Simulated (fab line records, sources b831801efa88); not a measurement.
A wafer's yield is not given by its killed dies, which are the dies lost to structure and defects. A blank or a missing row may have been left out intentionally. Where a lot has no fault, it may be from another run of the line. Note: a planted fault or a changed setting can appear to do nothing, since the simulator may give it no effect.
Chamber matching / flow gf180mcu / GF_STI_CMP_25 on cmp-02: 4 sister chambers
The step polishes, stops on Si3N4, t overpolish 33 s, target thk 524.6 nm. 18 wafers are shown with their chamber, then 9 later ones without.

== WAFERS, EACH WITH ITS CHAMBER ==
wafer=L500.3; chamber=2; motor current A (A)=12.5; time to endpoint s (s)=119; overpolish run s (s)=32.996
wafer=L500.5; chamber=2; motor current A (A)=12.8; time to endpoint s (s)=121; overpolish run s (s)=33.007
wafer=L500.6; chamber=1; motor current A (A)=12.5; time to endpoint s (s)=115; overpolish run s (s)=32.998
wafer=L501.1; chamber=0; motor current A (A)=10.1; time to endpoint s (s)=120; overpolish run s (s)=33.005
wafer=L501.2; chamber=2; motor current A (A)=12.0; time to endpoint s (s)=118; overpolish run s (s)=32.995
wafer=L501.5; chamber=3; motor current A (A)=10.6; time to endpoint s (s)=125; overpolish run s (s)=32.988
wafer=L503.1; chamber=3; motor current A (A)=10.7; time to endpoint s (s)=130; overpolish run s (s)=32.995
wafer=L503.3; chamber=2; motor current A (A)=12.3; time to endpoint s (s)=125; overpolish run s (s)=33.021
wafer=L503.5; chamber=0; motor current A (A)=11.1; time to endpoint s (s)=124; overpolish run s (s)=33.006
wafer=L510.4; chamber=3; motor current A (A)=10.5; time to endpoint s (s)=124; overpolish run s (s)=32.991
wafer=L510.5; chamber=0; motor current A (A)=10.6; time to endpoint s (s)=121; overpolish run s (s)=32.993
wafer=L510.6; chamber=1; motor current A (A)=12.2; time to endpoint s (s)=116; overpolish run s (s)=32.996
wafer=L516.2; chamber=0; motor current A (A)=10.5; time to endpoint s (s)=131; overpolish run s (s)=32.991
wafer=L516.3; chamber=2; motor current A (A)=12.3; time to endpoint s (s)=127; overpolish run s (s)=33.005
wafer=L516.6; chamber=0; motor current A (A)=11.1; time to endpoint s (s)=129; overpolish run s (s)=33.006
wafer=L517.3; chamber=3; motor current A (A)=10.9; time to endpoint s (s)=136; overpolish run s (s)=32.997
wafer=L517.5; chamber=1; motor current A (A)=12.9; time to endpoint s (s)=129; overpolish run s (s)=33.004
wafer=L517.6; chamber=2; motor current A (A)=12.6; time to endpoint s (s)=129; overpolish run s (s)=32.993

SIGNATURES (means of the wafers above)
reading=motor current A; chamber 0=10.680; chamber 1=12.533; chamber 2=12.417; chamber 3=10.675; scatter within a chamber=0.322
reading=time to endpoint s; chamber 0=125.00; chamber 1=120.00; chamber 2=123.17; chamber 3=128.75; scatter within a chamber=5.4
reading=overpolish run s; chamber 0=33.00020; chamber 1=32.99933; chamber 2=33.00283; chamber 3=32.99275; scatter within a chamber=0.00787
Rule: for a wafer and a chamber, the distance is found by dividing, reading by reading, the gap between the wafer's reading and the chamber's mean by the reading's scatter, squaring, summing and taking the root. The wafer belongs to the nearest chamber; if the next one is less than 2 further off, it can't be placed. The scatter: the root of (the sum of the squares of (reading less its chamber's mean) over the shown wafers, divided by (wafers less chambers)).

== WAFERS WITHOUT THEIR CHAMBER ==
wafer=L520.1; motor current A (A)=12.4; time to endpoint s (s)=127; overpolish run s (s)=33.011
wafer=L520.2; motor current A (A)=12.6; time to endpoint s (s)=128; overpolish run s (s)=33.003
wafer=L520.4; motor current A (A)=10.9; time to endpoint s (s)=133; overpolish run s (s)=33.022
wafer=L522.2; motor current A (A)=11.0; time to endpoint s (s)=127; overpolish run s (s)=33.005
wafer=L522.4; motor current A (A)=12.9; time to endpoint s (s)=125; overpolish run s (s)=33.004
wafer=L522.5; motor current A (A)=12.3; time to endpoint s (s)=129; overpolish run s (s)=32.991
wafer=L523.1; motor current A (A)=12.5; time to endpoint s (s)=127; overpolish run s (s)=33.002
wafer=L523.2; motor current A (A)=12.6; time to endpoint s (s)=127; overpolish run s (s)=33.008
wafer=L523.3; motor current A (A)=11.1; time to endpoint s (s)=128; overpolish run s (s)=32.997

== EACH ONE'S CHAMBER ==
wafer=L520.1; from the rows above=can't be placed: 2 or 1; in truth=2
wafer=L520.2; from the rows above=can't be placed: 2 or 1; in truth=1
wafer=L520.4; from the rows above=can't be placed: 0 or 3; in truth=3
wafer=L522.2; from the rows above=can't be placed: 0 or 3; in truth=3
wafer=L522.4; from the rows above=can't be placed: 2 or 1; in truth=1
wafer=L522.5; from the rows above=can't be placed: 2 or 1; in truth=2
wafer=L523.1; from the rows above=can't be placed: 2 or 1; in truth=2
wafer=L523.2; from the rows above=can't be placed: 2 or 1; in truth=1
wafer=L523.3; from the rows above=can't be placed: 3 or 0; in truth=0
Correct placement for 0 of the 9. Cannot be placed on the basis of these rows: 9; the candidates contain the true chamber in 9. Number placed wrongly: 0.
